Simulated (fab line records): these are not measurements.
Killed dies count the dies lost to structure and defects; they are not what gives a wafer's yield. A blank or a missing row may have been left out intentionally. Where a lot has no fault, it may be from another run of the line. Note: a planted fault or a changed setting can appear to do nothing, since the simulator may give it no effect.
2 desks looking at one fault / flow sfqLine / every desk sees just its own numbers, and what lay behind them comes last

== THE TOOL OWNER'S DESK: pvdSputter-04 ==
The tool's own readings at SFQ_TRILAYER_JJ_TRILAYER_DEP_SPUTTER_112 (material Nb, target thk 170 nm, time 113.3 s): means of the sampled wafers that have a number, for each lot that ran on this tool. If a lot's mean is further than 4 standard deviations from the usual mean, the lot is out of limits and carries the mark OUT (the distance appears in the brackets).
Columns: A = basePressurePa at SFQ_TRILAYER_JJ_TRILAYER_DEP_SPUTTER_112, usual 1.33e-06 Pa; B = chamberPressurePa at SFQ_TRILAYER_JJ_TRILAYER_DEP_SPUTTER_112, usual 0.13333 Pa; C = throttleValvePct at SFQ_TRILAYER_JJ_TRILAYER_DEP_SPUTTER_112, usual 29.7 %
lot=L820; first seen here=day 47 05:22; A=1.35e-06; B=0.13336; C=29.5
lot=L822; first seen here=day 47 12:35; A=1.37e-06; B=0.13346; C=29.6
lot=L825; first seen here=day 51 16:22; A=1.34e-06; B=0.13318; C=29.1
lot=L827; first seen here=day 52 12:46; A=1.35e-06; B=0.13350; C=29.7
lot=L838; first seen here=day 55 13:10; A=1.34e-06; B=0.13353; C=29.5
lot=L839; first seen here=day 56 02:09; A=1.36e-06; B=0.13300; C=29.3
lot=L841; first seen here=day 56 06:56; A=1.35e-06; B=0.13350; C=29.1
This desk's finding: nothing out of limits on any of the 7 lots.

== AT THE METROLOGY DESK ==
What the gauges read for every lot (on any tool): the sampled wafers with a number, averaged. If a lot's mean is further than 4 standard deviations from the usual mean, the lot is out of limits and carries the mark OUT (the distance appears in the brackets).
Columns: A = JJ_NB_RS at SFQ_JJ_RS_MEAS_929, usual 1.051 ohm/sq
lot=L819; first seen here=day 46 16:16; A=1.056
lot=L820; first seen here=day 47 05:28; A=1.049
lot=L821; first seen here=day 47 09:03; A=1.041
lot=L822; first seen here=day 47 12:40; A=1.048
lot=L825; first seen here=day 51 16:27; A=1.042
lot=L827; first seen here=day 52 12:51; A=0.965 (-10) OUT
lot=L829; first seen here=day 53 05:27; A=1.055
lot=L836; first seen here=day 55 02:29; A=1.064
lot=L838; first seen here=day 55 13:15; A=1.045
lot=L839; first seen here=day 56 02:15; A=1.045
lot=L840; first seen here=day 56 05:51; A=1.047
lot=L841; first seen here=day 56 07:01; A=1.056
lot=L842; first seen here=day 56 10:40; A=1.057
Finding of this desk: L827 out of limits, first seen on L827 at day 52 12:51 (JJ_NB_RS at SFQ_JJ_RS_MEAS_929). Within limits: L819, L820, L821, L822, L825, L829, L836, L838, L839, L840, L841, L842.

== ALL TOGETHER ==
Metrology desk: alarm possible at day 52 12:51 on L827.
Nothing out of limits was seen by the tool owner's desk.
The tool owner's desk has L827 on record, within its limits.
On pvdSputter-04, each named lot ran SFQ_TRILAYER_JJ_TRILAYER_DEP_SPUTTER_112.

== WHAT THE SIMULATOR HAD INSERTED ==
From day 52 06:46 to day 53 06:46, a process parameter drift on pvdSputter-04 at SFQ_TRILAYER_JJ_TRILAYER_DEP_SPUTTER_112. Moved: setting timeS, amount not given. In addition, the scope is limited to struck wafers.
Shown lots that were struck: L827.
Hours from the fault's start to each desk's first reading out of limits: the metrology desk, 6.
